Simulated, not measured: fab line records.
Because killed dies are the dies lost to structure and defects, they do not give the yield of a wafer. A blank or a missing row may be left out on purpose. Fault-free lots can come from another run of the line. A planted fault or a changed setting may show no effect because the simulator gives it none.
The tool behind it: which one? + flow gf180mcu + 18 wafers from 6 lots sampled at 3 of the route's 602 steps

WHAT THE GAUGES READ, wafer by wafer
GF_STI_THK_MEAS_24.
| lot  | measured    | on            | STI_CVD_23_THK (nm) |
|------|-------------|---------------|---------------------|
| L536 | day 3 00:22 | film_metro-03 | 642 650 643         |
| L540 | day 3 20:37 | film_metro-03 | 649 648 647         |
| L544 | day 4 17:32 | film_metro-01 | 654 650 648         |
| L546 | day 5 03:46 | film_metro-02 | 647 647 652         |
| L553 | day 6 16:00 | film_metro-03 | 644 757 638         |
| L555 | day 7 05:38 | film_metro-01 | 656 652 655         |

WHICH TOOL RAN EACH LOT (tool, then ch and the chambers of the sampled wafers, then the start)
| lot  | GF_STI_ETCH_14                  | GF_STI_CVD_23                   |
|------|---------------------------------|---------------------------------|
| L536 | rie_si-01 ch 0,1,3, day 2 22:34 | hdpcvd-01 ch 0,2, day 3 00:17   |
| L540 | rie_si-02 ch 0,3, day 3 18:43   | hdpcvd-02 ch 0,1,2, day 3 20:31 |
| L544 | rie_si-01 ch 0,1,3, day 4 15:43 | hdpcvd-02 ch 1,2, day 4 17:27   |
| L546 | rie_si-02 ch 1,2, day 5 01:58   | hdpcvd-01 ch 0,1, day 5 03:41   |
| L553 | rie_si-02 ch 0,3, day 6 14:13   | hdpcvd-01 ch 0,1,2, day 6 15:55 |
| L555 | rie_si-02 ch 1,2,3, day 7 01:19 | hdpcvd-02 ch 1,2, day 7 05:33   |
- GF_STI_ETCH_14: etches Si in HBr/Cl2/O2, target depth 360 nm, time 102.9 s.
- GF_STI_CVD_23: deposits SiO2, target thk 650 nm, time 108.3 s.

THE ANSWER, worked out from the rows above alone
Rule: the usual values come from the lots themselves. Put in order of their means at a reading, lots are off if they are a third of the lots or fewer, leave a main group of 4 or more, and stand apart from it by a gap of 3 or more times the standard deviation of the main group's means; of several such gaps the widest counts. If all means in a main group match to the digits the tables above print for the reading, that group is not used. Also off: a lot with no number at a reading for which 4 or more lots have one. Any other lot the step has rows for is counted as sound.
Off: at GF_STI_THK_MEAS_24 (STI_CVD_23_THK), L553. Main group: mean 649 nm, sd 3.1.
A tool fits if, at a process step before that reading, it ran every lot that is off, and no sound lot after the first of them. Those tools and the gauges at GF_STI_THK_MEAS_24 are tried in the same way. Undecided on this evidence; 2 tools fit (hdpcvd-01 at GF_STI_CVD_23, film_metro-03 at GF_STI_THK_MEAS_24).

WHAT THE SIMULATOR HAD PUT IN
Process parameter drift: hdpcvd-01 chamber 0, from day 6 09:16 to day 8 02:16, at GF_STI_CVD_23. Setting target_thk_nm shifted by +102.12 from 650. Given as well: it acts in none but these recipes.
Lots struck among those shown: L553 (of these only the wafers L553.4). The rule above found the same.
